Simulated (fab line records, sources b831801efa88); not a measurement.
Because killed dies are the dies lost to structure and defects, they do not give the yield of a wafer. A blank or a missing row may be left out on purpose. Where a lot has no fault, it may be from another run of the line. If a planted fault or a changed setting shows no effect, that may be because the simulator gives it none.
Which tool is to blame? || flow gf180mcu || at 1 step of a route of 602, 13 lots with 39 wafers sampled

== WHAT EACH GAUGE READ, for each wafer ==
GF_M1_OVL_MEAS_15.
{"lot": "L735", "measured": "day 17 04:22", "on": "overlay-01", "M1_OVL (nm)": "10 2 9"}
{"lot": "L736", "measured": "day 17 09:44", "on": "overlay-02", "M1_OVL (nm)": "-4 4 5"}
{"lot": "L737", "measured": "day 17 18:53", "on": "overlay-01", "M1_OVL (nm)": "-7 -13 -2"}
{"lot": "L738", "measured": "day 18 14:18", "on": "overlay-01", "M1_OVL (nm)": "1 -3 8"}
{"lot": "L739", "measured": "day 19 01:49", "on": "overlay-01", "M1_OVL (nm)": "3 -6 6"}
{"lot": "L740", "measured": "day 19 04:29", "on": "overlay-01", "M1_OVL (nm)": "-8 2 6"}
{"lot": "L741", "measured": "day 19 09:52", "on": "overlay-01", "M1_OVL (nm)": "5 -3 9"}
{"lot": "L742", "measured": "day 20 00:27", "on": "overlay-02", "M1_OVL (nm)": "5 -9 -1"}
{"lot": "L743", "measured": "day 20 10:59", "on": "overlay-02", "M1_OVL (nm)": "14 -4 -2"}
{"lot": "L752", "measured": "day 23 09:11", "on": "overlay-01", "M1_OVL (nm)": "-2 2 10"}
{"lot": "L753", "measured": "day 23 16:47", "on": "overlay-02", "M1_OVL (nm)": "3 11 0"}
{"lot": "L756", "measured": "day 24 17:31", "on": "overlay-01", "M1_OVL (nm)": "-1 5 0"}
{"lot": "L758", "measured": "day 25 08:18", "on": "overlay-01", "M1_OVL (nm)": "-6 0 -7"}

== WHAT TOOL EACH LOT RAN ON (gives the tool, then ch and the chambers of the sampled wafers, and finally the start) ==
The record holds no process step before these readings.

== WHAT THE TOOLS THEMSELVES READ (means of the sampled wafers that have a number; where no wafer has one, the mark that the record gives instead) ==
The record holds no such reading with a usual standard deviation.

== THE ANSWER, worked out from the rows above alone ==
Rule: the lots themselves supply what counts as usual. Put in order of their means at a reading, lots are off if they are a third of the lots or fewer, leave a main group of 4 or more, and stand apart from it by a gap of 3 or more times the standard deviation of the main group's means; of several such gaps the widest counts. A main group is skipped when, at the precision printed for the reading in the tables above, its means are all equal. Also off: a lot with no number at a reading for which 4 or more lots have one. Any other lot the step has rows for is counted as sound. After the gauges, taken in route order, come the tools' own readings; for these a lot's mean is taken, as printed above. At the first step where some lot is off, the reading lying furthest off is the one used; lots without a number count as furthest.
Nothing can be told from this: no lot is off at any reading shown.

== WHAT THE SIMULATOR HAD PUT IN ==
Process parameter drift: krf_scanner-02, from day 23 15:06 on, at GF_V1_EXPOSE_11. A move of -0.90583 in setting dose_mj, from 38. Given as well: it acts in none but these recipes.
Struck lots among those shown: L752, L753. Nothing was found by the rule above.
